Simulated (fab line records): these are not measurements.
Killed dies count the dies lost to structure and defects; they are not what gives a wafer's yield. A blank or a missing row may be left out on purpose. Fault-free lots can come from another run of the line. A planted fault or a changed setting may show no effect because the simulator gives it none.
A lot that was struck, set against a sound lot | flow sky130 | 26 steps out of a route of 708
Sound: the wafers L833.1, L833.3, L833.4. Struck: wafer L834.3. (L834.2, L834.4 of the same lot were not struck and are left out.) The cause comes at the end.
Each step with rows lists, per side, the tool, then ch with its chambers, then its first start. Under that, the readings that differ: sound wafers | struck wafers | difference of the means | sigmas: that difference in standard deviations of wafers without a fault.
alike: a reading whose means differ by less than 2 such deviations, as well as words and numbers matching on both sides. not compared: withheld readings; readings where some wafer has no value; bounds like >300 that might hide an equal value; numbers whose values overlap and for which the record gives no deviation.
A row with sigmas, a row that says differs or no value, or rows on one side alone: a step with any of these is where the two part. Numbers that don't overlap but have no deviation are shown without sigmas and don't part them. A reading missing from all wafers of one side parts the sides only when that side holds two or more wafers.

first, 8 steps without rows for these wafers: SKY_FIELD_ISO_DEHYDRATE_05 (time 60 s); SKY_FIELD_ISO_HMDS_06 (prime time 60 s); SKY_FIELD_ISO_COAT_07 (resist thk 60 nm); SKY_FIELD_ISO_COAT_08 (resist thk 450 nm); SKY_FIELD_ISO_SOFTBAKE_09 (time 90 s); SKY_FIELD_ISO_EXPOSE_10 (exposes mask FOM, target cd 150 nm); SKY_FIELD_ISO_PEB_11; SKY_FIELD_ISO_DEVELOP_12 (develop time 60 s).
SKY_FIELD_ISO_CD_MEAS_13: the cd target is 150 nm.
  sound on cd_sem-02 at day 6 10:04; struck on cd_sem-01 at day 6 12:35
  alike: cd_nm
SKY_FIELD_ISO_ETCH_14: etches BARC in N2/H2, stops on SiO2, time 45.9 s, target depth 60 nm.
  sound on rie_diel-01 ch 0,2,3, day 6 10:11; struck on rie_diel-03 ch 1, day 6 12:41
  reading            | sound             | struck | difference | sigmas
  rf_fwd_power_W (W) | 497.6 492.5 493.0 | 498.6  | +4.2       | +2
  alike: drypump_motor_current_A, oes_product_au, run_length_s, throttle_valve_pct
  not compared: rf_hours_counter_h
SKY_FIELD_ISO_ETCH_15: etches the open film in CHF3/O2, stops on Si, target depth 180 nm, time 72 s.
  sound on rie_diel-01 ch 0,2,3, day 6 10:14; struck on rie_diel-03 ch 1, day 6 12:44
  reading          | sound             | struck | difference | sigmas
  run_length_s (s) | 100.9 101.1 100.7 | 99.4   | -1.5       | -3
  alike: drypump_motor_current_A, oes_product_au, rf_fwd_power_W, throttle_valve_pct
  not compared: rf_hours_counter_h
SKY_FIELD_ISO_STRIP_16: strips in O2/N2.
  sound on plasma_asher-01 ch 0,1, day 6 10:17; struck on plasma_asher-01 ch 0, day 6 12:47
  alike: drypump_motor_current_A, oes_product_au, strip_time_to_endpoint_s
  not compared: rf_hours_counter_h
SKY_FIELD_ISO_ETCH_17: etches Si in HBr/Cl2/O2, target depth 342 nm, time 97.7 s.
  sound on rie_si-01 ch 0,2,3, day 6 10:23; struck on rie_si-02 ch 3, day 6 12:53
  reading                                     | sound             | struck | difference | sigmas
  rf_hours_counter_h (h)                      | 2 101 86          | 114    | +51        |
  run_length_s (s)                            | 126.0 126.0 125.7 | 84.4   | -41.5      | -99 or more
  model.FIELD_ISO.feature_depth_nm (nm)       | 343.3 353.3 348.1 | 199.9  | -148.3     |
  model.etch.depth_nm (nm)                    | 343.3 353.3 348.1 | 199.9  | -148.3     |
  model.Si3N4_of_FIELD_ISO_CVD_03.thk_nm (nm) | 153.8 152.1 153.6 | 159.3  | +6.1       |
  alike: drypump_motor_current_A, oes_product_au, throttle_valve_pct
  not compared: rf_fwd_power_W
then, 5 steps without rows for these wafers: SKY_FIELD_ISO_WET_ETCH_18 (etches Si3N4 in H3PO4, target depth 25 nm, time 286 s); SKY_FIELD_ISO_CLEAN_19 (cleans in SC1/SC2, time 150 s); SKY_FIELD_ISO_CLEAN_20 (cleans in dHF, time 20 s); SKY_FIELD_ISO_WET_ETCH_21 (etches SiO2 in dHF, target depth 20 nm, time 400 s); SKY_FIELD_ISO_OXIDATION_22 (stabilise 600 s, purge 300 s, target thk 10 nm).
SKY_FIELD_ISO_THK_MEAS_23:
  sound on film_metro-02 at day 6 13:19; struck on film_metro-02 at day 6 14:29
  alike: FIELD_ISO_OXIDATION_01_THK
then, 1 step without rows for these wafers: SKY_FIELD_ISO_CVD_24 (deposits SiO2, target thk 595 nm, time 99.2 s).
SKY_FIELD_ISO_THK_MEAS_25:
  sound on film_metro-01 at day 6 13:26; struck on film_metro-03 at day 6 14:37
  alike: FIELD_ISO_CVD_24_THK
then, 1 step without rows for these wafers: SKY_FIELD_ISO_ANNEAL_26 (time 1800 s).
SKY_FIELD_ISO_CMP_27: polishes, stops on Si3N4, t overpolish 16 s, target thk 457.8 nm.
  sound on cmp-01 ch 1,2,3, day 6 15:03; struck on cmp-02 ch 1, day 6 16:10
  alike: motor_current_A, overpolish_run_s, time_to_endpoint_s
SKY_FIELD_ISO_WET_ETCH_28: etches SiO2 in dHF, target depth 23.7 nm, time 47 s.
  sound on wet_bench-02 ch 0, day 6 15:18; struck on wet_bench-01 ch 0, day 6 16:28
  reading                                     | sound             | struck | difference | sigmas
  run_length_s (s)                            | 80 80 80          | 73     | -7         | -2
  model.Si3N4_of_FIELD_ISO_CVD_03.thk_nm (nm) | 122.9 121.2 122.6 | 127.4  | +5.2       |
then, 1 step without rows for these wafers: SKY_FIELD_ISO_WET_ETCH_29 (etches Si3N4 in H3PO4, target depth 160 nm, time 1825 s).
-- here the record skips 43 days between the struck wafers' starts before and after, leaving off in module FIELD_ISO and picking up in module PAD_OPEN (first step shown: number 708 of the route) --
SKY_PAD_OPEN_PROBE_99:
  sound on prober-01 at day 50 03:59; struck on prober-02 at day 50 04:06
  reading                                 | sound                         | struck    | difference | sigmas
  killed_at_M4_up                         | 1 0 2                         | 8         | +7         | +3
  killed_at_other                         | 0 0 0                         | 1         | +1         | +2
  model.etest.res_p_drift_20v.line_ohm_um | 1.146e+04 1.207e+04 1.167e+04 | 7481      | -4252      |
  model.etest.res_p_drift_20v.rs_ohm_sq   | 9583 9990 9879                | 6308      | -3509      |
  model.etest.pfet_16v.r_on_ohm_um        | 1.522e+04 1.562e+04 1.544e+04 | 1.22e+04  | -3.23e+03  |
  model.etest.res_iso_pwell.rs_ohm_sq     | 3159 3353 3237                | 1772      | -1478      |
  model.etest.nfet_16v.r_on_ohm_um        | 1.416e+04 1.414e+04 1.412e+04 | 1.328e+04 | -8.600e+02 |
  model.etest.res_iso_pwell.line_ohm_um   | 1190 1262 1238                | 659.4     | -570.6     |
  model.etest.res_nwell.line_ohm_um       | 1109 1114 1107                | 856.7     | -253.3     |
  model.etest.res_nwell.rs_ohm_sq         | 927.2 960.1 940.1             | 706.2     | -236.3     |
  alike: killed_at_M0_to_M3, killed_at_contacts, killed_at_front_end, killed_dies, killed_open, killed_short
  not compared: hold

WHERE THEY PART
At SKY_FIELD_ISO_ETCH_14 first; at SKY_PAD_OPEN_PROBE_99 last (within this record only).

WHY: the cause the simulator had injected
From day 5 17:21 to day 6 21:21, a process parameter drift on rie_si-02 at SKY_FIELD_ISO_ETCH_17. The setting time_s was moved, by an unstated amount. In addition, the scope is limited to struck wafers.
